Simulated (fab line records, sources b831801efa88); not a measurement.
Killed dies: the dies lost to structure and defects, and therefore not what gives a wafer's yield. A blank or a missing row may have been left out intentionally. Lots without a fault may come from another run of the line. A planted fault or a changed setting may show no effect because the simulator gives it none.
Which tool is to blame? -- flow sfq_line -- 16 lots with 48 wafers sampled at 2 steps, on a route of 325 steps

WHAT EACH GAUGE READ, for each wafer
SFQ_I1_OVL_MEAS_913.
lot,measured,on,I1_OVL (nm)
L624,day 25 21:14,overlay-01,6 2 6
L625,day 26 00:50,overlay-02,4 5 -3
L628,day 27 22:34,overlay-01,-4 -4 3
L629,day 27 23:46,overlay-01,6 6 6
L630,day 28 11:53,overlay-01,7 6 -2
L631,day 28 20:25,overlay-01,52 50 59
L632,day 29 03:38,overlay-02,64 65 64
L633,day 29 14:25,overlay-01,61 63 59
L634,day 29 22:49,overlay-01,68 68 66
L638,day 31 12:41,overlay-02,1 3 6
L640,day 32 04:17,overlay-02,4 8 4
L641,day 34 01:53,overlay-02,9 8 9
L643,day 39 17:58,overlay-02,-12 -12 -12
L644,day 39 23:58,overlay-02,0 4 8
L645,day 40 09:33,overlay-02,6 11 2
L646,day 41 02:21,overlay-01,9 6 9

EACH LOT AND THE TOOL THAT RAN IT (in order: tool; ch and the chambers of the sampled wafers; start)
lot,SFQ_TRILAYER_I1_VIA_LITHO_EXPOSE_050
L624,"krf_scanner-01 ch 0, day 25 19:44"
L625,"krf_scanner-01 ch 0, day 25 23:20"
L628,"krf_scanner-02 ch 0, day 27 21:16"
L629,"krf_scanner-02 ch 0, day 27 22:16"
L630,"krf_scanner-01 ch 0, day 28 10:23"
L631,"krf_scanner-02 ch 0, day 28 19:07"
L632,"krf_scanner-02 ch 0, day 29 02:43"
L633,"krf_scanner-02 ch 0, day 29 13:07"
L634,"krf_scanner-02 ch 0, day 29 21:19"
L638,"krf_scanner-01 ch 0, day 31 11:11"
L640,"krf_scanner-01 ch 0, day 32 02:47"
L641,"krf_scanner-01 ch 0, day 34 00:47"
L643,"krf_scanner-01 ch 0, day 39 16:51"
L644,"krf_scanner-01 ch 0, day 39 22:51"
L645,"krf_scanner-01 ch 0, day 40 08:03"
L646,"krf_scanner-01 ch 0, day 41 00:51"
- SFQ_TRILAYER_I1_VIA_LITHO_EXPOSE_050: exposes mask I1, target cd 500 nm.

AS READ BY THE TOOLS THEMSELVES (means over the sampled wafers that have a number; for cases with no such wafer, the mark the record gives instead)
The record holds no such reading with a usual standard deviation.

THE ANSWER, worked out from the rows above alone
Rule: the usual values come from the lots themselves. The widest of any qualifying gaps counts: lots, ordered by their means at a reading, are off when they make up no more than a third of the lots, leave a main group of 4 or more, and stand apart from it by 3 or more times the standard deviation of that group's means. A main group whose means are all the same, to the digits that the tables above print for the reading, isn't used. A lot without any number at a reading at which 4 lots or more have one is off too. Where the step has rows for the other lots, those lots are counted as sound. The gauges are gone through in route order, then the tools' own readings, and for those a lot's mean is taken as printed above. The first step at which some lot is off is used, and at that step the reading that is off furthest; a lot without a number counts as furthest.
Off: at SFQ_I1_OVL_MEAS_913 (I1_OVL), L631, L632, L633, L634. Mean 3 nm and standard deviation 5.3 in the main group.
A tool fits if, at a process step before that reading, it ran every lot that is off, and no sound lot after the first of them. The gauges at SFQ_I1_OVL_MEAS_913 are tried like those tools. One fits: SFQ_TRILAYER_I1_VIA_LITHO_EXPOSE_050 on krf_scanner-02. A fault onset in the window from L629 (day 27 22:16, its last sound lot) to L631 (day 28 19:07, its first lot off) fits.

WHAT WAS PUT IN BY THE SIMULATOR
Scanner matching overlay: krf_scanner-02, from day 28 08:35 on, at SFQ_TRILAYER_I1_VIA_LITHO_EXPOSE_050. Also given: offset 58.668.
Struck lots among those shown: L631, L632, L633, L634. Same finding as the rule above.
